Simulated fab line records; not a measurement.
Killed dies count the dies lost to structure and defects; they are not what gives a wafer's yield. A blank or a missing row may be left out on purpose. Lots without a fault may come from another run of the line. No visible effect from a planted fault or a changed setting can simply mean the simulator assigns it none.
Comparing a struck lot with a sound one || flow gf180mcu || 16 out of 602 route steps
Sound: the wafers L761.2, L761.4, L761.5. The struck wafers were L769.1, L769.2, L769.5. At the end, the cause is stated.
For every step that has rows: the tool of each side, followed by ch and its chambers, followed by its first start. Under that, the readings that differ: sound wafers || struck wafers || difference of the means || sigmas: that difference in standard deviations of wafers without a fault.
alike: readings whose means differ by less than 2 such deviations, and words and numbers that are the same on both sides. not compared: withheld readings, readings that some wafer has no value for, bounds like >300 that may hide the same value, and numbers for which the record gives no deviation and whose values overlap.
The two part at a step that has a row with sigmas, a row that says differs or no value, or rows on one side only. Numbers that have no deviation but don't overlap get no sigmas and don't part them. A reading that every wafer of one side lacks parts them only if that side has two wafers or more.

GF_M4_SPUTTER_04: material TiN, target thk 50 nm, time 41.7 s.
  sound: pvdSputter-03 at day 22 21:38; struck: pvdSputter-01 at day 25 04:37
{"reading": "throttleValvePct (%)", "sound": "27.6 30.2 27.4", "struck": "30.6 32.4 32.8", "difference": "+3.5", "sigmas": "+2"}
  alike: chamberPressurePa
GF_M4_RS_MEAS_05: uses a four-point probe to measure.
  sound: filmMetro-04 at day 22 21:42; struck: filmMetro-01 at day 25 04:40
  alike: M4_ALCU_RS
GF_M4_THK_MEAS_06: measures by xrf.
  sound: filmMetro-04 at day 22 21:49; struck: filmMetro-01 at day 25 04:47
  alike: M4_ALCU_THK
then, 7 steps without rows for these wafers: GF_M4_DEHYDRATE_07 (time 60 s); GF_M4_HMDS_08 (prime time 60 s); GF_M4_COAT_09 (resist thk 1000 nm); GF_M4_SOFTBAKE_10 (time 60 s); GF_M4_EXPOSE_11 (exposes mask Metal4, target cd 280 nm); GF_M4_PEB_12 (peb time 90 s); GF_M4_DEVELOP_13 (develop time 60 s).
GF_M4_CD_MEAS_14 targets a cd of 280 nm.
  sound: cdSem-01 at day 23 20:24; struck: cdSem-01 at day 26 01:21
  alike: cdNm
GF_M4_OVL_MEAS_15:
  sound: overlay-02 at day 23 20:30; struck: overlay-02 at day 26 01:28
  alike: M4_OVL
GF_M4_METAL_ETCH_16: etches the open film in Cl2/BCl3, stops on SiO2, target depth 627.5 nm, time 104.6 s.
  sound on rieMetal-03 ch 0,1, day 23 20:32; struck on rieMetal-03 ch 0,1, day 26 01:31
{"reading": "biasW (W)", "sound": "140.6 139.9 140.4", "struck": "192.2 192.2 191.9", "difference": "+51.8", "sigmas": "+99 or more"}
{"reading": "model.KrF_of_M4_COAT_09.thkNm (nm)", "sound": "744.7 742.7 745", "struck": "705.6 709.6 712.2", "difference": -35.0, "sigmas": ""}
  alike: drypumpMotorCurrentA, oesProductAu, throttleValvePct
  not compared: rfHoursCounterH
GF_M4_STRIP_17: strips in O2/N2.
  sound on plasmaAsher-04 ch 0,1, day 23 20:39; struck on plasmaAsher-03 ch 0,1, day 26 01:37
{"reading": "stripTimeToEndpointS (s)", "sound": "7.96 7.94 7.97", "struck": "7.58 7.61 7.65", "difference": -0.34, "sigmas": -8}
  alike: drypumpMotorCurrentA, heaterPowerW, oesProductAu
  not compared: rfHoursCounterH
then, 1 step without rows for these wafers: GF_M4_STRIP_18 (strips in post etch residue remover, time 1200 s).
GF_PASSIVATION_PROBE_99:
  sound wafers here have rows in the record (prober-01, day 29 09:59); struck ones have none

== WHERE THEY PART ==
Earliest at GF_M4_SPUTTER_04; latest, in this record, at GF_PASSIVATION_PROBE_99.

WHY: what had been put in by the simulator
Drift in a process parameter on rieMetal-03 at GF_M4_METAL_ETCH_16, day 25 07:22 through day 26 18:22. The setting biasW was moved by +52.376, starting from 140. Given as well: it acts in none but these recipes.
